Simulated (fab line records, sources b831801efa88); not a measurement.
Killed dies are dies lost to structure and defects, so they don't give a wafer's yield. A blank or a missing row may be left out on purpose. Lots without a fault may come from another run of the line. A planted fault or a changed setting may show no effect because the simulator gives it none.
A struck lot beside a sound one | flow sfq_line | 13 steps out of a route of 325
Sound: wafers L841.3, L841.4, L841.5. Struck: wafers L855.1, L855.3, L855.4. The cause comes at the end.
At each step with rows: each side's tool, then ch and its chambers, then its first start. Under that, the readings that differ: sound wafers | struck wafers | difference of the means | sigmas: that difference in standard deviations of wafers without a fault.
alike: readings whose means differ by less than 2 such deviations, and words and numbers that are the same on both sides. not compared: withheld readings, readings that some wafer has no value for, bounds like >300 that may hide the same value, and numbers for which the record gives no deviation and whose values overlap.
The two part at a step that has a row with sigmas, a row that says differs or no value, or rows on one side only. Numbers that don't overlap but have no deviation are shown without sigmas and don't part them. A reading that every wafer of one side lacks parts them only if that side has two wafers or more.

SFQ_TRILAYER_C5_BARC_OPEN_VIA_ETCH_210: etches BARC in O2, target depth 125 nm, time 41.7 s.
  sound on rie_diel-03 ch 2,3, day 62 05:47; struck on rie_diel-02 ch 0,1,2, day 69 21:15
  alike: drypump_motor_current_A, oes_product_au
  not compared: rf_hours_counter_h
SFQ_TRILAYER_C5_ETCH_VIA_ETCH_154: etches SiO2 in CHF3, stops on Nb, target depth 84 nm.
  sound on rie_diel-03 ch 2,3, day 62 05:49; struck on rie_diel-02 ch 0,1,2, day 69 21:17
  alike: drypump_motor_current_A, oes_product_au
SFQ_TRILAYER_C5_STRIP_STRIP_155: strips in O2.
  sound on rie_metal-03 ch 0,1, day 62 06:04; struck on rie_metal-02 ch 0,1, day 69 21:20
  alike: drypump_motor_current_A, oes_product_au
  not compared: rf_hours_counter_h
then, 2 steps without rows for these wafers: SFQ_TRILAYER_C5_STRIP_SOLV_CLEAN_156 (cleans in NMP, time 600 s); SFQ_TRILAYER_M6_DEP_PRE_CLEAN_158 (time 22.5 s).
SFQ_TRILAYER_M6_DEP_SPUTTER_157: material Nb, target thk 200 nm, time 133.3 s.
  sound on pvd_sputter-03, day 62 06:40; struck on pvd_sputter-06, day 69 22:10
  alike: throttle_valve_pct
SFQ_M6_RS_MEAS_938: measures by four-point-probe.
  sound on film_metro-04, day 62 06:48; struck on film_metro-04, day 69 22:15
  reading           | sound             | struck            | difference | sigmas
  M6_NB_RS (ohm/sq) | 0.862 0.879 0.888 | 0.904 0.902 0.901 | +0.026     | +2
then, 4 steps without rows for these wafers: SFQ_TRILAYER_M6_LITHO_COAT_164 (resist thk 62 nm); SFQ_TRILAYER_M6_LITHO_COAT_159 (resist thk 600 nm); SFQ_TRILAYER_M6_LITHO_SOFTBAKE_163; SFQ_TRILAYER_M6_LITHO_EXPOSE_160 (exposes mask M6, target cd 500 nm).
SFQ_TRILAYER_M6_LITHO_PEB_162: peb time 60 s.
  sound on litho_track-04 ch 0, day 66 10:25; struck on litho_track-01, day 70 04:07
  no value came back on the struck wafers for chill_plate_temp_C (C), exhaust_pa (Pa); on the sound wafers chill_plate_temp_C (C) reads 23.07 22.88 22.98
then, 1 step without rows for these wafers: SFQ_TRILAYER_M6_LITHO_DEVELOP_161 (time 60 s).

WHERE THEY PART
First at SFQ_M6_RS_MEAS_938; last, within this record, at SFQ_TRILAYER_M6_LITHO_PEB_162.

WHY: what the simulator had put in
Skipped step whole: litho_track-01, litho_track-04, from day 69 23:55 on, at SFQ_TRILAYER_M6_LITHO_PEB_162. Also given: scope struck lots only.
